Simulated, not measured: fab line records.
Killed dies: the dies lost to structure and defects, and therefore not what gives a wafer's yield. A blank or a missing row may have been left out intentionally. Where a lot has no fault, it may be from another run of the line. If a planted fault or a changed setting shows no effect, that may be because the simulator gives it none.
Code-filled problem report in 8D (eight disciplines) form	flow gf180mcu	the parts of the form that need people (team, actions taken, sign-off) are left out

== 1. WHAT WENT WRONG ==
Wafers without a fault read 7.36 s, standard deviation 0.08; strip-time-to-endpoint-s at GF_M1_STRIP_17 reads a mean of 6.37 s on 6 wafers belonging to 2 lots. Measured from the usual mean, that is -12 standard deviations.
The step: strips in O2/N2.
The first sign was on wafer L111.3 at day 23 02:48, on plasma-asher-01. The record has a number at this step for 36 wafers belonging to 12 lots. Rule for "out" (also "out of limits"): further than 4 standard deviations from the usual mean. Any other wafer with a number is counted as sound.

== 2. WHAT IT IS; WHAT IT IS NOT ==
question	is	is not
which readings at this step	strip-time-to-endpoint-s	drypump-motor-current-A, heater-power-w
which lots	L111, L113	L101, L102, L103, L104, L115, L117, L118, L995, L996, L999
which wafers of those lots	all that have a number	-
read on which tools	plasma-asher-01	plasma-asher-02, plasma-asher-04
when	from day 23 02:48	up to then (21 sound wafers); but 9 sound wafers of L115, L117, L118 came after

== 3. WHAT RULES OUT EACH SUSPECT ==
Counting: any tool at a process step up to the reading is kept as a suspect provided that every lot that is out went through it and no sound lot did after the first of them.
- plasma-asher-01 at GF_M1_STRIP_17 (strips in O2/N2): kept. It ran every lot that is out, first L111 (day 23 02:48), and no sound lot after that; its last sound lot up to then is L104 (day 20 16:05). Out on those wafers are its own readings of strip-time-to-endpoint-s.
After counting, what remains is plasma-asher-01 at GF_M1_STRIP_17.

== 4. THE CAUSE (what the simulator had put in) ==
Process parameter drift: plasma-asher-01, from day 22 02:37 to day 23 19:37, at GF_M1_STRIP_17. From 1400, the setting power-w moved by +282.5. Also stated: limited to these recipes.
Only this tool survived the counting.

== 5. THE EFFECT CHAIN, in route order ==
One row per reading whose mean, taken over the struck wafers that have a number, lies over 3 standard deviations from the usual. Readings are gone through only where the record gives a usual standard deviation; hours: the median, over the lots, of the time from a lot's start at the first step in this table giving one to that lot's start at this step; sigmas: the change measured in usual standard deviations.
hours	step	reading	usual	on struck wafers	change	sigmas
0	GF_M1_STRIP_17	strip-time-to-endpoint-s	7.36 s	6.37	-0.99	-12
Process steps it contains:
- GF_M1_STRIP_17: strips in O2/N2.

== 6. HOW IT WOULD HAVE BEEN CAUGHT EARLIER ==
In this record the first reading out of limits was taken at day 23 02:48, 24 hours after the fault began at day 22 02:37.
